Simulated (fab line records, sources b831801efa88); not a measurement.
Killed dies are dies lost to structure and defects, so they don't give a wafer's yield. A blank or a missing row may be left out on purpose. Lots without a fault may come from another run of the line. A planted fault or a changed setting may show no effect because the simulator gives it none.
fab line records | flow sky130
record lots=5 wafers=15 last_day=49
route steps=708 shown METAL5@676 PASSIVATION@681 PAD_OPEN@694
lots that met no fault: from a run of the same line without faults
start_h: hours from the record's first day to the start of the lot's first wafer shown | wait_h: hours since the lot's step before | " the same as in the row above | L1.1+2: a row that stands for several wafers | - no value, or no start given | * or withheld: withheld | < > ~ a bound
route shown NAME@n: a module of which the file shows steps, and the number in the route of the first | usual: mean/standard deviation of fault-free wafers | same: alike in all rows | chamber/n: place in a boat | sites: the reading at each site | _std_site: their standard deviation | _edge_site: outer sites' mean less inner sites' | radius_mm: how far each site lies from the wafer's centre | mask NAME#n: copy n | behind: the tool/chamber that last shaped the wafer | hold: why the lot was held/for how many hours/how that ended | device: the transistor (n, p or np) that didn't switch | end of line: the same wafers' tests at the end of the route | a step without rows: its recipe alone | killed: dies lost to structure and defects at the first sort, not the wafer's yield | map: a wafer's dies, x killed, . not, _ none there
set.NAME: the setting as run; set.NAME@STEP: as run at that earlier step | model.NAME: the simulator's own value behind a step, which no gauge read
lots at some steps of the route; a table a step, a row a wafer
services: from which hour (start_h, from the record's first day; less than 0 if before it) a tool's chamber was out of use, for how many hours, and why
## steps
# step SKY_METAL5_METAL_ETCH_15
# recipe target_depth_a=12600 stop_on=SiO2 over_etch_frac=0.2 time_s=252 chemistry=Cl2/BCl3 resist_sidewall_deg=86 pressure_mtorr=10 icp_w=900 bias_w=48.5 Cl2_flow_sccm=60 bcl3_flow_sccm=30
# usual drypump_motor_current_A=5.9/0.4 he_backside_leak_sccm=3.33/0.16 oes_product_au=0.894/0.0049 throttle_valve_pct=22.265/0.0081
# columns lot.wafer tool chamber start_h wait_h drypump_motor_current_A he_backside_leak_sccm oes_product_au rf_hours_counter_h throttle_valve_pct
L078.2 rie_metal-02 0 1054.95 0.0 6.2 3.25 0.888 17 22.259
L078.3 " 0 " " 6.2 3.47 0.881 - 22.257
L078.4 " 1 " " 5.5 3.76 0.902 - 22.263
L079.1 rie_metal-02 1 1062.64 0.0 5.5 3.52 0.893 22 22.272
L079.2 " 0 " " 6.2 3.54 0.894 18 22.269
L079.3 " 0 " " 6.2 3.57 0.896 - 22.262
L085.1 rie_metal-03 0 1100.05 0.0 5.6 3.34 0.894 17 22.273
L085.3 " 1 " " 5.4 3.28 0.889 - 22.279
L085.4 " 0 " " 5.6 3.36 0.896 - 22.272
L090.2 rie_metal-04 1 1131.70 0.0 6.5 3.39 0.887 6 22.256
L090.3 " 0 " " 5.8 3.13 0.894 - 22.274
L090.5 " 0 " " 5.8 3.14 0.897 - 22.261
L093.1 rie_metal-02 0 1136.19 0.0 6.2 3.47 0.902 24 22.270
L093.3 " 1 " " 5.6 3.26 0.891 - 22.257
L093.4 " 0 " " 6.2 3.30 0.894 - 22.263
# step SKY_METAL5_STRIP_16
# recipe chemistry=O2/N2 power_w=1400 pressure_mtorr=1500 platen_temp_c=withheld o2_flow_sccm=3000 n2_flow_sccm=300 overash_fraction=0.5
# usual drypump_motor_current_A=5.8/0.46 o2_flow_sccm=3000/7.7 oes_product_au=0.711/0.0041 strip_time_to_endpoint_s=13.06/0.1
# columns lot.wafer tool chamber start_h wait_h drypump_motor_current_A o2_flow_sccm oes_product_au rf_hours_counter_h strip_time_to_endpoint_s
L078.2 plasma_asher-04 0 1055.19 0.2 5.9 2993 0.715 61 13.20
L078.3 " 1 " " 5.7 2986 0.710 - 13.18
L078.4 " 0 " " 5.9 3012 0.704 - 13.23
L079.1 plasma_asher-02 0 1062.88 0.2 5.1 2997 0.710 26 13.10
L079.2 " 1 " " 6.4 2994 0.711 26 13.24
L079.3 " 0 " " 5.1 2996 0.705 - 13.24
L085.1 plasma_asher-04 1 1100.29 0.2 5.7 3023 0.705 66 13.06
L085.3 " 1 " " 5.7 3000 0.713 - 13.11
L085.4 " 0 " " 5.9 3001 0.708 - 13.02
L090.2 plasma_asher-02 1 1131.94 0.2 6.5 2985 0.722 33 12.95
L090.3 " 0 " " 5.1 3008 0.707 - 13.13
L090.5 " 1 " " 6.4 2992 0.713 - 13.11
L093.1 plasma_asher-04 0 1136.43 0.2 5.9 3005 0.715 70 13.24
L093.3 " 1 " " 5.7 2993 0.707 - 13.11
L093.4 " 0 " " 5.9 3011 0.711 - 13.16
# step SKY_METAL5_STRIP_17
# recipe chemistry=post_etch_residue_remover time_s=1200 temp_c=72.5
# usual bath_guard_temp_C=72.6/0.62 temp_c=72.51/0.12
# columns lot.wafer tool chamber start_h wait_h bath_guard_temp_C temp_c
L078.2 wet_bench-02 1 1055.29 0.1 73.1 72.60
L078.3 " 1 " " 72.8 72.68
L078.4 " 1 " " 72.9 72.53
L079.1 wet_bench-02 3 1062.98 0.1 72.9 72.24
L079.2 " 3 " " 72.8 72.55
L079.3 " 3 " " 73.1 72.46
L085.1 wet_bench-02 2 1100.39 0.1 71.7 72.52
L085.3 " 2 " " 71.6 72.57
L085.4 " 2 " " 71.6 72.40
L090.2 wet_bench-02 0 1132.04 0.1 73.0 72.46
L090.3 " 0 " " 73.0 72.38
L090.5 " 0 " " 72.9 72.27
L093.1 wet_bench-02 3 1136.53 0.1 72.8 72.67
L093.3 " 3 " " 73.0 72.65
L093.4 " 3 " " 73.1 72.60
# step SKY_METAL5_CLEAN_18
# recipe chemistry=IPA time_s=180 temp_c=25
# usual temp_c=25.02/0.11
# columns lot.wafer tool chamber start_h wait_h temp_c
L078.2 wet_bench-03 0 1055.63 0.0 25.06
L078.3 " 0 " " 25.02
L078.4 " 0 " " 24.94
L079.1 wet_bench-03 2 1063.35 0.0 24.88
L079.2 " 2 " " 25.12
L079.3 " 2 " " 25.09
L085.1 wet_bench-03 1 1100.73 0.0 25.12
L085.3 " 1 " " 24.83
L085.4 " 1 " " 25.10
L090.2 wet_bench-03 1 1132.72 0.0 25.10
L090.3 " 1 " " 24.97
L090.5 " 1 " " 25.15
L093.1 wet_bench-01 1 1137.21 0.0 24.97
L093.3 " 1 " " 25.01
L093.4 " 1 " " 25.02
# step SKY_METAL5_CLEAN_19
# recipe chemistry=O3/DIW dry=n2_spin
# columns lot.wafer tool chamber start_h wait_h
L078.2+3+4 wet_bench-01 0 1055.69 0.0
L079.1+2+3 wet_bench-02 0 1063.41 0.0
L085.1+3+4 wet_bench-02 0 1100.79 0.0
L090.2+3+5 wet_bench-03 1 1132.78 0.0
L093.1+3+4 wet_bench-01 2 1137.27 0.0
# step SKY_PASSIVATION_CVD_00
# recipe material=SiO2 target_thk_nm=90 temp_c=400 time_s=withheld rf_w=600
# usual heater_power_w=723/110
# columns lot.wafer tool chamber start_h wait_h heater_power_w
L078.2 pecvd-02 1 1055.78 0.0 780
L078.3 " 2 " " 509
L078.4 " 1 " " 741
L079.1 pecvd-03 2 1063.51 0.0 776
L079.2 " 0 " " 696
L079.3 " 1 " " 563
L085.1 pecvd-01 2 1100.88 0.0 949
L085.3 " 1 " " 912
L085.4 " 0 " " 654
L090.2 pecvd-03 1 1132.87 0.0 675
L090.3 " 0 " " 663
L090.5 " 0 " " 670
L093.1 pecvd-03 2 1137.36 0.0 744
L093.3 " 0 " " 664
L093.4 " 0 " " 692
# step SKY_PASSIVATION_THK_MEAS_01
# recipe reads=SiO2_of_PASSIVATION_CVD_00
# usual PASSIVATION_CVD_00_THK=90.6/1.1
# columns lot.wafer tool chamber start_h wait_h PASSIVATION_CVD_00_THK[nm]
L078.2 film_metro-01 - 1055.81 - 90.1
L078.3 " - " " 90.4
L078.4 " - " " 91.3
L079.1 film_metro-03 - 1063.53 - 89.0
L079.2 " - " " 89.6
L079.3 " - " " 89.4
L085.1 film_metro-01 - 1100.90 - 89.6
L085.3 " - " " 89.0
L085.4 " - " " 89.7
L090.2 film_metro-03 - 1132.90 - 90.9
L090.3 " - " " 90.7
L090.5 " - " " 92.0
L093.1 film_metro-03 - 1137.38 - 87.9
L093.3 " - " " 88.4
L093.4 " - " " 90.2
# step SKY_PASSIVATION_CVD_02
# recipe material=Si3N4 target_thk_nm=540 temp_c=400 time_s=withheld rf_w=450
# usual heater_power_w=819/120
# columns lot.wafer tool chamber start_h wait_h heater_power_w
L078.2 pecvd-01 2 1055.86 0.0 954
L078.3 " 0 " " 722
L078.4 " 2 " " 979
L079.1 pecvd-02 0 1063.59 0.1 840
L079.2 " 2 " " 553
L079.3 " 1 " " 799
L085.1 pecvd-02 2 1100.96 0.1 613
L085.3 " 0 " " 753
L085.4 " 2 " " 620
L090.2 pecvd-01 0 1132.95 0.0 802
L090.3 " 2 " " 989
L090.5 " 1 " " 988
L093.1 pecvd-01 1 1137.44 0.1 904
L093.3 " 2 " " 959
L093.4 " 2 " " 1002
# step SKY_PASSIVATION_THK_MEAS_03
# recipe reads=Si3N4_of_PASSIVATION_CVD_02
# usual PASSIVATION_CVD_02_THK=541/5.5
# columns lot.wafer tool chamber start_h wait_h PASSIVATION_CVD_02_THK[nm]
L078.2 film_metro-03 - 1056.21 - 536
L078.3 " - " " 546
L078.4 " - " " 548
L079.1 film_metro-03 - 1063.82 - 539
L079.2 " - " " 535
L079.3 " - " " 536
L085.1 film_metro-04 - 1101.19 - 541
L085.3 " - " " 542
L085.4 " - " " 546
L090.2 film_metro-01 - 1133.23 - 535
L090.3 " - " " 535
L090.5 " - " " 540
L093.1 film_metro-03 - 1137.67 - 531
L093.3 " - " " 533
L093.4 " - " " 540
# step SKY_PASSIVATION_DEHYDRATE_04
# recipe temp_c=200 time_s=60
# usual exhaust_pa=45.0/0.82
# columns lot.wafer tool chamber start_h wait_h exhaust_pa
L078.2 litho_track-03 0 1066.53 10.3 43.6
L078.3 " 0 " " 44.9
L078.4 " 0 " " 45.5
L079.1 litho_track-02 0 1072.93 9.1 44.6
L079.2 " 0 " " 46.2
L079.3 " 0 " " 45.9
L085.1 litho_track-03 0 1111.06 9.9 44.4
L085.3 " 0 " " 43.4
L085.4 " 0 " " 46.0
L090.2 litho_track-02 0 1141.31 8.1 43.4
L090.3 " 0 " " 44.9
L090.5 " 0 " " 45.2
L093.1 litho_track-04 0 1146.27 8.6 44.9
L093.3 " 0 " " 45.6
L093.4 " 0 " " 45.5
# step SKY_PASSIVATION_HMDS_05
# recipe prime_time_s=60 prime_temp_c=120
# usual exhaust_pa=44.8/0.94
# columns lot.wafer tool chamber start_h wait_h exhaust_pa
L078.2 litho_track-03 0 1066.68 0.1 44.3
L078.3 " 0 " " 45.6
L078.4 " 0 " " 45.1
L079.1 litho_track-02 0 1073.08 0.1 45.5
L079.2 " 0 " " 44.0
L079.3 " 0 " " 43.0
L085.1 litho_track-03 0 1111.21 0.1 44.3
L085.3 " 0 " " 45.4
L085.4 " 0 " " 44.6
L090.2 litho_track-02 0 1141.46 0.1 44.1
L090.3 " 0 " " 43.2
L090.5 " 0 " " 43.2
L093.1 litho_track-04 0 1146.42 0.1 44.8
L093.3 " 0 " " 45.9
L093.4 " 0 " " 45.8
# step SKY_PASSIVATION_COAT_06
# recipe spin_rpm=2000 resist_thk_nm=3000
# usual exhaust_pa=45.0/0.84
# columns lot.wafer tool chamber start_h wait_h exhaust_pa
L078.2 litho_track-03 0 1066.83 0.1 44.4
L078.3 " 0 " " 45.8
L078.4 " 0 " " 45.7
L079.1 litho_track-02 0 1073.23 0.1 45.6
L079.2 " 0 " " 45.3
L079.3 " 0 " " 46.4
L085.1 litho_track-03 0 1111.36 0.1 43.8
L085.3 " 0 " " 43.9
L085.4 " 0 " " 43.4
L090.2 litho_track-02 0 1141.61 0.1 45.6
L090.3 " 0 " " 44.5
L090.5 " 0 " " 45.3
L093.1 litho_track-04 0 1146.57 0.1 44.5
L093.3 " 0 " " 44.8
L093.4 " 0 " " 44.4
# step SKY_PASSIVATION_SOFTBAKE_07
# recipe temp_c=110 time_s=withheld
# usual exhaust_pa=45.0/0.88
# columns lot.wafer tool chamber start_h wait_h exhaust_pa
L078.2 litho_track-03 0 1066.99 0.1 45.1
L078.3 " 0 " " 43.5
L078.4 " 0 " " 44.4
L079.1 litho_track-02 0 1073.38 0.1 44.7
L079.2 " 0 " " 46.2
L079.3 " 0 " " 46.2
L085.1 litho_track-03 0 1111.51 0.1 45.8
L085.3 " 0 " " 44.2
L085.4 " 0 " " 45.9
L090.2 litho_track-02 0 1141.77 0.1 44.9
L090.3 " 0 " " 45.2
L090.5 " 0 " " 45.0
L093.1 litho_track-04 0 1146.72 0.1 45.8
L093.3 " 0 " " 46.8
L093.4 " 0 " " 43.9
# step SKY_PASSIVATION_EXPOSE_08
# recipe mask_id=NSM target_cd_nm=3000 na=0.57 dose_mj=260
# columns lot.wafer tool chamber start_h wait_h mask
L078.2+3+4 iline_stepper-01 0 - - NSM#0
L079.1+2+3 iline_stepper-02 0 - - NSM#0
L085.1+3+4 iline_stepper-01 0 - - NSM#0
L090.2+3+5 iline_stepper-02 0 - - NSM#0
L093.1+3+4 iline_stepper-02 0 - - NSM#0
# step SKY_PASSIVATION_PEB_09
# recipe temp_c=115 time_s=withheld
# usual exhaust_pa=44.7/1
# columns lot.wafer tool chamber start_h wait_h exhaust_pa
L078.2 litho_track-02 0 - - 45.6
L078.3 " 0 " " 44.2
L078.4 " 0 " " 45.0
L079.1 litho_track-03 0 - - 44.5
L079.2 " 0 " " 45.1
L079.3 " 0 " " 45.5
L085.1 litho_track-04 0 - - 43.9
L085.3 " 0 " " 44.7
L085.4 " 0 " " 44.9
L090.2 litho_track-02 0 - - 42.6
L090.3 " 0 " " 44.3
L090.5 " 0 " " 45.3
L093.1 litho_track-02 0 - - 45.1
L093.3 " 0 " " 44.9
L093.4 " 0 " " 45.2
# step SKY_PASSIVATION_DEVELOP_10
# recipe develop_time_s=60 dev_temp_c=23
# usual exhaust_pa=45.0/0.81
# columns lot.wafer tool chamber start_h wait_h exhaust_pa
L078.2 litho_track-02 0 - - 45.0
L078.3 " 0 " " 46.3
L078.4 " 0 " " 44.3
L079.1 litho_track-03 0 - - 44.0
L079.2 " 0 " " 46.5
L079.3 " 0 " " 45.9
L085.1 litho_track-04 0 - - 44.5
L085.3 " 0 " " 45.1
L085.4 " 0 " " 46.2
L090.2 litho_track-02 0 - - 44.1
L090.3 " 0 " " 43.7
L090.5 " 0 " " 44.2
L093.1 litho_track-02 0 - - 44.5
L093.3 " 0 " " 44.9
L093.4 " 0 " " 44.7
# step SKY_PASSIVATION_ETCH_11
# recipe chemistry=CF4/O2 target_depth_nm=725 stop_on=AlCu source_w=800 bias_w=150 pressure_mtorr=150 cf4_flow_sccm=80 O2_flow_sccm=10 time_s=161.1
# usual drypump_motor_current_A=5.6/0.4 oes_product_au=0.979/0.0067 throttle_valve_pct=5.965/0.0095
# columns lot.wafer tool chamber start_h wait_h drypump_motor_current_A oes_product_au rf_hours_counter_h throttle_valve_pct
L078.2 rie_diel-04 1 1076.63 - 5.0 0.978 9 5.953
L078.3 " 2 " " 6.2 0.974 15 5.964
L078.4 " 3 " " 5.9 0.981 28 5.969
L079.1 rie_diel-04 3 1085.11 - 5.9 0.977 28 5.965
L079.2 " 1 " " 5.1 0.972 9 5.980
L079.3 " 0 " " 5.7 0.975 12 5.959
L085.1 rie_diel-01 3 1120.87 - 6.0 0.980 25 5.959
L085.3 " 0 " " 5.2 0.979 22 5.960
L085.4 " 2 " " 5.7 0.991 19 5.965
L090.2 rie_diel-04 0 1151.33 - 5.7 0.976 14 5.960
L090.3 " 1 " " 5.1 0.976 11 5.950
L090.5 " 1 " " 5.1 0.980 - 5.979
L093.1 rie_diel-02 0 1155.53 - 4.8 0.969 10 5.948
L093.3 " 3 " " 5.2 0.969 20 5.963
L093.4 " 1 " " 5.6 0.982 16 5.951
# step SKY_PASSIVATION_STRIP_12
# recipe chemistry=O2/N2 power_w=1400 pressure_mtorr=1500 platen_temp_c=withheld overash_fraction=0.7 o2_flow_sccm=3000 n2_flow_sccm=300
# usual drypump_motor_current_A=5.8/0.46 o2_flow_sccm=3000/8.3 oes_product_au=0.660/0.0048 strip_time_to_endpoint_s=31.55/0.11
# columns lot.wafer tool chamber start_h wait_h drypump_motor_current_A o2_flow_sccm oes_product_au rf_hours_counter_h strip_time_to_endpoint_s
L078.2 plasma_asher-04 0 1076.74 0.1 5.9 3006 0.655 63 31.52
L078.3 " 1 " " 5.7 2994 0.666 - 31.51
L078.4 " 0 " " 5.9 3006 0.648 - 31.51
L079.1 plasma_asher-04 1 1085.21 0.1 5.7 2977 0.660 64 31.43
L079.2 " 0 " " 5.9 3001 0.658 64 31.37
L079.3 " 0 " " 5.9 2986 0.663 - 31.47
L085.1 plasma_asher-02 1 1120.97 0.1 6.5 3006 0.660 32 31.34
L085.3 " 0 " " 5.1 3010 0.659 - 31.59
L085.4 " 1 " " 6.5 3012 0.672 - 31.50
L090.2 plasma_asher-04 1 1151.44 0.1 5.7 3003 0.661 71 31.65
L090.3 " 1 " " 5.7 2996 0.655 - 31.55
L090.5 " 1 " " 5.7 3000 0.663 - 31.73
L093.1 plasma_asher-03 0 1155.64 0.1 5.2 2998 0.661 106 31.60
L093.3 " 0 " " 5.2 2988 0.662 - 31.66
L093.4 " 1 " " 6.3 2997 0.666 - 31.65
# step SKY_PAD_OPEN_DEHYDRATE_00
# recipe temp_c=200 time_s=60
# usual exhaust_pa=44.8/0.93
# columns lot.wafer tool chamber start_h wait_h exhaust_pa
L078.2 litho_track-03 0 1086.48 9.7 44.5
L078.3 " 0 " " 45.9
L078.4 " 0 " " 44.5
L079.1 litho_track-01 0 1094.26 9.0 43.5
L079.2 " 0 " " 45.8
L079.3 " 0 " " 46.0
L085.1 litho_track-04 0 1130.37 9.4 44.6
L085.3 " 0 " " 44.8
L085.4 " 0 " " 45.8
L090.2 litho_track-01 0 1159.69 8.2 44.6
L090.3 " 0 " " 44.3
L090.5 " 0 " " 44.3
L093.1 litho_track-01 0 1163.96 8.3 43.3
L093.3 " 0 " " 44.6
L093.4 " 0 " " 44.9
# step SKY_PAD_OPEN_HMDS_01
# recipe prime_time_s=60 prime_temp_c=120
# usual exhaust_pa=45.0/0.88
# columns lot.wafer tool chamber start_h wait_h exhaust_pa
L078.2 litho_track-03 0 1086.63 0.1 44.4
L078.3 " 0 " " 45.7
L078.4 " 0 " " 43.8
L079.1 litho_track-01 0 1094.41 0.1 44.9
L079.2 " 0 " " 45.0
L079.3 " 0 " " 45.4
L085.1 litho_track-04 0 1130.52 0.1 44.6
L085.3 " 0 " " 45.8
L085.4 " 0 " " 45.0
L090.2 litho_track-01 0 1159.84 0.1 44.5
L090.3 " 0 " " 43.9
L090.5 " 0 " " 44.1
L093.1 litho_track-01 0 1164.11 0.1 44.5
L093.3 " 0 " " 46.2
L093.4 " 0 " " 45.2
# step SKY_PAD_OPEN_COAT_02
# recipe spin_rpm=2000 resist_thk_nm=3000
# usual exhaust_pa=45.0/0.91
# columns lot.wafer tool chamber start_h wait_h exhaust_pa
L078.2 litho_track-03 0 1086.78 0.1 43.9
L078.3 " 0 " " 45.4
L078.4 " 0 " " 45.8
L079.1 litho_track-01 0 1094.56 0.1 45.2
L079.2 " 0 " " 44.9
L079.3 " 0 " " 45.4
L085.1 litho_track-04 0 1130.67 0.1 45.7
L085.3 " 0 " " 46.4
L085.4 " 0 " " 46.5
L090.2 litho_track-01 0 1159.99 0.1 47.1
L090.3 " 0 " " 47.4
L090.5 " 0 " " 46.6
L093.1 litho_track-01 0 1164.26 0.1 45.2
L093.3 " 0 " " 44.6
L093.4 " 0 " " 44.7
# step SKY_PAD_OPEN_SOFTBAKE_03
# recipe temp_c=110 time_s=withheld
# usual exhaust_pa=45.0/0.98
# columns lot.wafer tool chamber start_h wait_h exhaust_pa
L078.2 litho_track-03 0 1086.94 0.1 44.6
L078.3 " 0 " " 45.2
L078.4 " 0 " " 44.2
L079.1 litho_track-01 0 1094.71 0.1 44.6
L079.2 " 0 " " 43.4
L079.3 " 0 " " 44.1
L085.1 litho_track-04 0 1130.82 0.1 42.8
L085.3 " 0 " " 43.7
L085.4 " 0 " " 43.9
L090.2 litho_track-01 0 1160.14 0.1 45.1
L090.3 " 0 " " 47.2
L090.5 " 0 " " 46.1
L093.1 litho_track-01 0 1164.41 0.1 45.1
L093.3 " 0 " " 44.7
L093.4 " 0 " " 45.1
# step SKY_PAD_OPEN_EXPOSE_04
# recipe mask_id=PDM target_cd_nm=60000 na=0.57 dose_mj=260
# columns lot.wafer tool chamber start_h wait_h mask
L078.2+3+4 iline_stepper-01 0 - - PDM#0
L079.1+2+3 iline_stepper-02 0 - - PDM#0
L085.1+3+4 iline_stepper-01 0 - - PDM#0
L090.2+3+5 iline_stepper-02 0 - - PDM#0
L093.1+3+4 iline_stepper-02 0 - - PDM#0
# step SKY_PAD_OPEN_PEB_05
# recipe temp_c=115 time_s=withheld
# usual exhaust_pa=44.9/0.96
# columns lot.wafer tool chamber start_h wait_h exhaust_pa
L078.2 litho_track-03 0 - - 42.9
L078.3 " 0 " " 44.4
L078.4 " 0 " " 43.0
L079.1 litho_track-01 0 - - 43.6
L079.2 " 0 " " 43.5
L079.3 " 0 " " 44.4
L085.1 litho_track-04 0 - - 45.4
L085.3 " 0 " " 44.5
L085.4 " 0 " " 45.1
L090.2 litho_track-01 0 - - 45.0
L090.3 " 0 " " 45.5
L090.5 " 0 " " 46.4
L093.1 litho_track-03 0 - - 44.7
L093.3 " 0 " " 43.6
L093.4 " 0 " " 45.2
# step SKY_PAD_OPEN_DEVELOP_06
# recipe develop_time_s=60 dev_temp_c=23
# usual exhaust_pa=44.9/0.91
# columns lot.wafer tool chamber start_h wait_h exhaust_pa
L078.2 litho_track-03 0 - - 45.6
L078.3 " 0 " " 45.2
L078.4 " 0 " " 45.1
L079.1 litho_track-01 0 - - 46.0
L079.2 " 0 " " 42.8
L079.3 " 0 " " 44.4
L085.1 litho_track-04 0 - - 44.6
L085.3 " 0 " " 46.8
L085.4 " 0 " " 46.6
L090.2 litho_track-01 0 - - 44.4
L090.3 " 0 " " 43.6
L090.5 " 0 " " 44.3
L093.1 litho_track-03 0 - - 45.0
L093.3 " 0 " " 44.9
L093.4 " 0 " " 43.2
# step SKY_PAD_OPEN_ETCH_07
# recipe chemistry=CF4/O2 target_depth_nm=725 stop_on=AlCu source_w=800 bias_w=150 pressure_mtorr=150 cf4_flow_sccm=80 O2_flow_sccm=10 time_s=161.1
# usual drypump_motor_current_A=5.7/0.43 oes_product_au=0.979/0.0066 throttle_valve_pct=5.964/0.0095
# columns lot.wafer tool chamber start_h wait_h drypump_motor_current_A oes_product_au rf_hours_counter_h throttle_valve_pct
L078.2 rie_diel-03 0 1096.41 - 4.6 0.977 13 5.962
L078.3 " 1 " " 5.0 0.986 11 5.947
L078.4 " 3 " " 5.8 0.987 27 5.971
L079.1 rie_diel-03 1 1104.86 - 5.0 0.974 11 5.963
L079.2 " 3 " " 5.8 0.970 28 5.961
L079.3 " 0 " " 4.6 0.979 13 5.971
L085.1 rie_diel-01 0 1139.57 - 5.2 0.981 22 5.962
L085.3 " 3 " " 6.0 0.974 26 5.958
L085.4 " 1 " " 5.7 0.977 19 5.973
L090.2 rie_diel-03 2 1169.21 - 6.0 0.968 22 5.963
L090.3 " 0 " " 4.6 0.978 16 5.960
L090.5 " 2 " " 5.9 0.983 - 5.957
L093.1 rie_diel-01 3 1173.91 - 6.0 0.966 27 5.957
L093.3 " 0 " " 5.3 0.973 24 5.955
L093.4 " 1 " " 5.8 0.972 20 5.961
# step SKY_PAD_OPEN_STRIP_08
# recipe chemistry=O2/N2 power_w=1400 pressure_mtorr=1500 platen_temp_c=withheld overash_fraction=0.7 o2_flow_sccm=3000 n2_flow_sccm=300
# usual drypump_motor_current_A=5.7/0.41 o2_flow_sccm=3000/9.4 oes_product_au=0.663/0.0042 strip_time_to_endpoint_s=37.07/0.11
# columns lot.wafer tool chamber start_h wait_h drypump_motor_current_A o2_flow_sccm oes_product_au rf_hours_counter_h strip_time_to_endpoint_s
L078.2 plasma_asher-01 0 1096.51 0.1 6.2 2998 0.667 3 37.19
L078.3 " 0 " " 6.1 2983 0.659 - 37.10
L078.4 " 1 " " 5.2 2984 0.665 - 36.99
L079.1 plasma_asher-01 1 1104.97 0.1 5.3 2985 0.667 4 37.00
L079.2 " 0 " " 6.1 3008 0.660 4 37.11
L079.3 " 0 " " 6.1 2994 0.663 - 37.10
L085.1 plasma_asher-03 0 1139.67 0.1 5.2 2980 0.666 104 37.12
L085.3 " 1 " " 6.3 3013 0.666 - 37.19
L085.4 " 0 " " 5.2 2988 0.654 - 37.14
L090.2 plasma_asher-03 0 1169.32 0.1 5.2 2982 0.662 107 37.07
L090.3 " 0 " " 5.2 2995 0.658 - 37.02
L090.5 " 1 " " 6.3 2984 0.654 - 37.05
L093.1 plasma_asher-01 0 1174.02 0.1 6.1 3015 0.662 11 37.14
L093.3 " 0 " " 6.1 2992 0.664 - 37.18
L093.4 " 1 " " 5.2 3012 0.664 - 37.20
# step SKY_PAD_OPEN_STRIP_09
# recipe chemistry=post_etch_residue_remover time_s=1200 temp_c=72.5
# usual bath_guard_temp_C=72.2/0.62 temp_c=72.50/0.12
# columns lot.wafer tool chamber start_h wait_h bath_guard_temp_C temp_c
L078.2 wet_bench-04 2 1096.61 0.1 72.5 72.67
L078.3 " 2 " " 72.3 72.74
L078.4 " 2 " " 72.3 72.46
L079.1 wet_bench-02 3 1105.07 0.1 72.9 72.58
L079.2 " 3 " " 73.1 72.57
L079.3 " 3 " " 73.3 72.81
L085.1 wet_bench-01 0 1139.77 0.1 72.6 72.59
L085.3 " 0 " " 72.4 72.63
L085.4 " 0 " " 72.6 72.51
L090.2 wet_bench-04 1 1169.42 0.1 71.9 72.49
L090.3 " 1 " " 71.5 72.44
L090.5 " 1 " " 71.5 72.56
L093.1 wet_bench-04 1 1174.12 0.1 71.5 72.57
L093.3 " 1 " " 71.5 72.62
L093.4 " 1 " " 71.4 72.54
# step SKY_PAD_OPEN_CLEAN_10
# recipe chemistry=IPA time_s=180 temp_c=25
# usual temp_c=25.02/0.1
# columns lot.wafer tool chamber start_h wait_h temp_c
L078.2 wet_bench-01 3 1096.96 0.0 25.03
L078.3 " 3 " " 24.86
L078.4 " 3 " " 24.98
L079.1 wet_bench-01 1 1105.41 0.0 25.04
L079.2 " 1 " " 24.95
L079.3 " 1 " " 25.20
L085.1 wet_bench-04 3 1140.12 0.0 24.96
L085.3 " 3 " " 24.92
L085.4 " 3 " " 24.88
L090.2 wet_bench-01 1 1169.76 0.0 24.94
L090.3 " 1 " " 24.80
L090.5 " 1 " " 24.94
L093.1 wet_bench-01 1 1174.46 0.0 25.08
L093.3 " 1 " " 24.87
L093.4 " 1 " " 25.00
# step SKY_PAD_OPEN_CLEAN_11
# recipe chemistry=O3/DIW dry=n2_spin
# columns lot.wafer tool chamber start_h wait_h
L078.2+3+4 wet_bench-02 2 1097.07 0.0
L079.1+2+3 wet_bench-04 0 1105.47 0.0
L085.1+3+4 wet_bench-01 0 1140.17 0.0
L090.2+3+5 wet_bench-02 1 1169.82 0.0
L093.1+3+4 wet_bench-02 2 1174.52 0.0
# step SKY_PAD_OPEN_ANNEAL_12
# recipe temp_c=400 time_s=withheld ambient=N2/H2 idle_temp_c=300 ramp_up_c_per_min=8 ramp_down_c_per_min=4
# usual tube_center_temp_C_max=401.01/0.17
# columns lot.wafer tool chamber start_h wait_h tube_center_temp_C_max
L078.2 furnace-02 0 1097.16 0.0 401.04
L078.3 " 0 " " 400.95
L078.4 " 0 " " 401.14
L079.1 furnace-01 0 1105.57 0.0 401.03
L079.2 " 0 " " 401.17
L079.3 " 0 " " 400.89
L085.1 furnace-01 0 1140.27 0.0 400.89
L085.3 " 0 " " 400.74
L085.4 " 0 " " 400.76
L090.2 furnace-02 0 1169.91 0.0 401.14
L090.3 " 0 " " 401.17
L090.5 " 0 " " 401.14
L093.1 furnace-02 0 1174.61 0.0 400.86
L093.3 " 0 " " 401.03
L093.4 " 0 " " 401.02
# step SKY_PAD_OPEN_BOW_MEAS_13
# recipe mode=bow
# usual PAD_OPEN_BOW=46/8.7
# columns lot.wafer tool chamber start_h wait_h PAD_OPEN_BOW[um]
L078.2 film_metro-01 - 1098.68 - 46
L078.3 " - " " 54
L078.4 " - " " 43
L079.1 film_metro-03 - 1107.07 - 43
L079.2 " - " " 42
L079.3 " - " " 24
L085.1 film_metro-03 - 1141.77 - 45
L085.3 " - " " 46
L085.4 " - " " 46
L090.2 film_metro-01 - 1171.43 - 38
L090.3 " - " " 52
L090.5 " - " " 44
L093.1 film_metro-03 - 1176.11 - 40
L093.3 " - " " 50
L093.4 " - " " 35
## services
# columns tool chamber start_h hours kind
rie_diel-01 0 1053.17 3.2 repair
plasma_asher-01 - 1055.25 9.0 pm
rie_diel-03 - 1055.76 4.3 pm
rie_diel-04 2 1058.62 10.3 repair
rie_diel-01 2 1062.97 3.5 repair
rie_diel-01 0 1068.06 8.0 repair
rie_diel-04 1 1078.67 5.6 repair
furnace-02 - 1079.95 4.2 pm
iline_stepper-01 - 1082.43 2.1 pm
iline_stepper-01 - 1084.52 1.7 pm
rie_diel-01 1 1085.73 6.5 repair
pecvd-03 2 1090.70 19.8 repair
rie_diel-01 1 1096.48 4.0 repair
plasma_asher-02 - 1105.18 4.0 repair
rie_metal-02 - 1118.64 2.6 repair
plasma_asher-03 - 1125.95 10.0 pm
plasma_asher-02 - 1126.70 1.7 repair
pecvd-02 - 1130.33 26.2 repair
iline_stepper-01 - 1131.26 4.4 pm
pecvd-01 - 1134.64 0.9 repair
plasma_asher-02 - 1136.43 5.6 repair
plasma_asher-01 - 1147.78 1.1 repair
iline_stepper-01 - 1156.91 9.3 repair
wet_bench-03 - 1165.58 1.8 repair
## key
fault none
